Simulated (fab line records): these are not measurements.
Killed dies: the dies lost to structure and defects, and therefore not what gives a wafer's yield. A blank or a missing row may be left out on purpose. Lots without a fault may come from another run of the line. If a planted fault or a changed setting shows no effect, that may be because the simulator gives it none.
Matching of chambers || flow sky130 || 3 sister chambers for SKY_PASSIVATION_CVD_02 on pecvd-01
The step deposits Si3N4, target thk 540 nm. 3 wafers are shown with their chamber, then 10 later ones without.

WAFERS WITH THEIR CHAMBER
{"wafer": "L086.1", "chamber": 1, "heater_power_w (W)": 530}
{"wafer": "L089.2", "chamber": 0, "heater_power_w (W)": 801}
{"wafer": "L089.3", "chamber": 2, "heater_power_w (W)": 724}

WAFERS MISSING THEIR CHAMBER
{"wafer": "L089.5", "heater_power_w (W)": 660}
{"wafer": "L090.1", "heater_power_w (W)": 735}
{"wafer": "L090.2", "heater_power_w (W)": 712}
{"wafer": "L090.5", "heater_power_w (W)": 764}
{"wafer": "L091.1", "heater_power_w (W)": 751}
{"wafer": "L091.2", "heater_power_w (W)": 699}
{"wafer": "L091.5", "heater_power_w (W)": 748}
{"wafer": "L096.1", "heater_power_w (W)": 522}
{"wafer": "L096.3", "heater_power_w (W)": 760}
{"wafer": "L096.5", "heater_power_w (W)": 775}

WHICH CHAMBER EACH ONE RAN IN
{"wafer": "L089.5", "from the rows above": 2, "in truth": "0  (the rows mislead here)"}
{"wafer": "L090.1", "from the rows above": "can't be placed: 2 or 0", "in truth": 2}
{"wafer": "L090.2", "from the rows above": 2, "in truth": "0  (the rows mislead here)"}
{"wafer": "L090.5", "from the rows above": "can't be placed: 0 or 2", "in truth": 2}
{"wafer": "L091.1", "from the rows above": "can't be placed: 2 or 0", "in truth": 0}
{"wafer": "L091.2", "from the rows above": 2, "in truth": 2}
{"wafer": "L091.5", "from the rows above": "can't be placed: 2 or 0", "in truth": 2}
{"wafer": "L096.1", "from the rows above": 1, "in truth": 1}
{"wafer": "L096.3", "from the rows above": "can't be placed: 2 or 0", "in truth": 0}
{"wafer": "L096.5", "from the rows above": "can't be placed: 0 or 2", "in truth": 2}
Correct placement for 2 of the 10. Cannot be placed on the basis of these rows: 6; the candidates contain the true chamber in 6. Number placed wrongly: 2.
How it was worked out, from the rows above alone: a wafer's distance from a chamber is the root of the sum, over the readings, of the square of ((its reading less the chamber's mean) divided by the reading's scatter). If the next closest chamber is less than 2 further off than the closest, the wafer can't be placed; otherwise it belongs to the closest. A chamber's mean is the mean of its shown wafers. The scatter: root of mean squared gap, hidden wafer to nearest shown wafer, with one shown wafer a chamber.
